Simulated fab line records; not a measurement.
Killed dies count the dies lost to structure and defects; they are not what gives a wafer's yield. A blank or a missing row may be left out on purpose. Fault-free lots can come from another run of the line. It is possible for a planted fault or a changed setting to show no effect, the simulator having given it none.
A single fault, viewed from 2 desks    flow sky130    numbers are kept per desk, each desk with only its own; the story behind them comes last

THE METROLOGY DESK
What the gauges read for every lot (on any tool): the sampled wafers with a number, averaged. Any lot whose mean is over 4 standard deviations away from the usual mean is out of limits and marked OUT; that distance is given in the brackets.
Columns: A = VIA4_HDPCVD_THK at SKY_VIA4_THK_MEAS_01, usual 1750 nm
lot   first seen here  A
L509  day 42 11:53     1725
L511  day 42 20:34     1752
L510  day 43 00:22     1761
L513  day 43 10:34     1778
L514  day 43 14:06     1770
L518  day 44 13:19     1733
L517  day 44 16:31     1706
L523  day 46 04:39     1745
L524  day 46 06:48     1757
L528  day 47 10:42     1775
L529  day 47 13:08     1747
L532  day 47 23:28     1760
This desk's finding: nothing out of limits on any of the 12 lots.

THE TOOL OWNER'S DESK: rie-metal-04
The tool's own readings at SKY_METAL4_ETCH_16 (etches BARC in N2/H2, stops on SiO2, time 88.2 s, target depth 60 nm): means of the sampled wafers that have a number, for each lot that ran on this tool. Any lot whose mean is over 4 standard deviations away from the usual mean is out of limits and marked OUT; that distance is given in the brackets.
Columns: A = drypump-motor-current-A at SKY_METAL4_ETCH_16, usual 5.5 A; B = oes-product-au at SKY_METAL4_ETCH_16, usual 0.625 a.u.; C = throttle-valve-pct at SKY_METAL4_ETCH_16, usual 13.207 %
lot   first seen here  A    B      C
L510  day 42 23:15     5.4  0.622  13.214
L513  day 43 09:30     5.8  0.626  13.201
L514  day 43 13:00     5.4  0.626  13.211
L518  day 44 12:15     5.4  0.629  13.207
L523  day 46 03:34     6.1  0.627  13.204
L524  day 46 05:35     5.4  0.627  13.206
This desk's finding: nothing out of limits on any of the 6 lots.

BROUGHT TOGETHER
At the metrology desk, nothing out of limits was observed.
The desk of the tool owner found nothing out of limits.

WHAT WAS PUT IN BY THE SIMULATOR
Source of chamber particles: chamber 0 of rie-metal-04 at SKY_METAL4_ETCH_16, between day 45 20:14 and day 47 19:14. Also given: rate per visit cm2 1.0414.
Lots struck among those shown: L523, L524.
